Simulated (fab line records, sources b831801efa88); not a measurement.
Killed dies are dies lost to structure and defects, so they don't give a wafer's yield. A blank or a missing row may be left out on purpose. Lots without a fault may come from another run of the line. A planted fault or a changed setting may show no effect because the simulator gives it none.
Which tool did it? | flow sky130 | 13 lots, 39 wafers sampled, at 2 steps of a route of 708

WHAT THE GAUGES READ, wafer by wafer
SKY_POLY_GATE_THK_MEAS_01. Usual: POLY_GATE_CVD_00_THK 180.3 nm, standard deviation 1.6.
lot  | measured     | on            | POLY_GATE_CVD_00_THK (nm) | flag
L990 | day 14 04:49 | film_metro-03 | 181.9 181.7 183.1         |
L991 | day 14 09:16 | film_metro-01 | 182.0 180.7 183.7         |
L992 | day 14 20:18 | film_metro-02 | 180.2 179.0 179.0         |
L993 | day 15 05:05 | film_metro-02 | 181.5 179.9 181.1         |
L994 | day 15 09:11 | film_metro-01 | 181.2 179.9 182.6         |
L996 | day 15 23:13 | film_metro-03 | 180.8 177.6 178.1         |
L998 | day 17 01:29 | film_metro-02 | 182.7 181.0 182.0         |
L999 | day 17 08:22 | film_metro-03 | 178.9 178.4 177.3         |
L100 | day 17 17:53 | film_metro-02 | 180.8 182.4 179.6         |
L103 | day 18 12:44 | film_metro-01 | 179.7 180.5 180.4         |
L105 | day 19 05:53 | film_metro-01 | 231.4 231.6 234.0         | OFF
L107 | day 19 23:37 | film_metro-03 | 180.9 180.1 180.0         |
L109 | day 20 16:25 | film_metro-03 | 181.4 182.7 182.7         |

WHICH TOOL RAN EACH LOT (tool, then ch and the chambers of the sampled wafers, then the start)
lot  | SKY_POLY_GATE_CVD_00
L990 | lpcvd-01 ch 0, day 14 03:37
L991 | lpcvd-01 ch 1, day 14 08:03
L992 | lpcvd-01 ch 0, day 14 19:06
L993 | lpcvd-01 ch 0, day 15 03:53
L994 | lpcvd-01 ch 1, day 15 07:22
L996 | lpcvd-01 ch 1, day 15 21:59
L998 | lpcvd-01 ch 0, day 17 00:17
L999 | lpcvd-01 ch 0, day 17 07:08
L100 | lpcvd-01 ch 0, day 17 16:40
L103 | lpcvd-01 ch 1, day 18 11:31
L105 | lpcvd-01 ch 0, day 19 04:41
L107 | lpcvd-01 ch 1, day 19 22:25
L109 | lpcvd-01 ch 1, day 20 15:13
- SKY_POLY_GATE_CVD_00: deposits poly-Si, target thk 180 nm, time 720 s.

WHAT THE TOOLS THEMSELVES READ (means of the sampled wafers that have a number; where no wafer has one, the mark that the record gives instead)
SKY_POLY_GATE_CVD_00. Usual: spike_tc_bottom_C 639.1 C, standard deviation 1.5; spike_tc_centre_C 620.3 C, standard deviation 0.9; spike_tc_lower_C 620.5 C, standard deviation 1.3; spike_tc_top_C 638.0 C, standard deviation 1.7; spike_tc_upper_C 621.4 C, standard deviation 1.4; susceptor_temp_C 619.99 C, standard deviation 0.26.
lot  | tool     | spike_tc_bottom_C (C) | spike_tc_centre_C (C) | spike_tc_lower_C (C) | spike_tc_top_C (C) | spike_tc_upper_C (C) | susceptor_temp_C (C) | flag
L990 | lpcvd-01 | 640.4                 | 619.3                 | 621.4                | 639.4              | 622.2                | 619.78               |
L991 | lpcvd-01 | 638.4                 | 621.1                 | 620.3                | 637.8              | 621.3                | 620.16               |
L992 | lpcvd-01 | 640.4                 | 620.1                 | 621.1                | 640.6              | 622.9                | 619.85               |
L993 | lpcvd-01 | 639.7                 | 620.0                 | 621.7                | 639.3              | 622.1                | 620.28               |
L994 | lpcvd-01 | 638.8                 | 621.3                 | 619.6                | 637.3              | 621.0                | 619.87               |
L996 | lpcvd-01 | 637.6                 | 620.2                 | 619.5                | 636.5              | 620.2                | 619.84               |
L998 | lpcvd-01 | 639.4                 | 620.3                 | 622.3                | 639.7              | 622.3                | 620.31               |
L999 | lpcvd-01 | 639.4                 | 620.0                 | 621.9                | 639.9              | 622.2                | 620.17               |
L100 | lpcvd-01 | 640.0                 | 619.3                 | 621.8                | 639.0              | 622.1                | 619.90               |
L103 | lpcvd-01 | 637.7                 | 621.2                 | 620.1                | 636.7              | 620.3                | 619.88               |
L105 | lpcvd-01 | 651.4                 | 631.9                 | 631.8                | 650.7              | 633.6                | 631.25               | OFF
L107 | lpcvd-01 | 637.7                 | 619.9                 | 619.5                | 636.6              | 621.4                | 619.89               |
L109 | lpcvd-01 | 638.4                 | 620.5                 | 618.0                | 636.3              | 620.1                | 620.01               |

THE ANSWER, worked out from the rows above alone
Rule: a lot is off if the mean of its wafers that have a number lies more than 3 standard deviations from the usual mean. A lot without any number at a reading at which 4 lots or more have one is off too. The other lots that the step has rows for count as sound. The gauges are gone through in route order, then the tools' own readings, and for those a lot's mean is taken as printed above. The first step at which some lot is off is used, and at that step the reading that is off furthest; a lot without a number counts as furthest.
Off: L105, at SKY_POLY_GATE_THK_MEAS_01 (POLY_GATE_CVD_00_THK).
A tool fits if, at a process step before that reading, it ran every lot that is off, and no sound lot after the first of them. The gauges at SKY_POLY_GATE_THK_MEAS_01 aren't tried: what is off there is off at SKY_POLY_GATE_CVD_00 too, on other tools, and a gauge's error can't cause that. None of those tried fits.

WHAT THE SIMULATOR HAD PUT IN
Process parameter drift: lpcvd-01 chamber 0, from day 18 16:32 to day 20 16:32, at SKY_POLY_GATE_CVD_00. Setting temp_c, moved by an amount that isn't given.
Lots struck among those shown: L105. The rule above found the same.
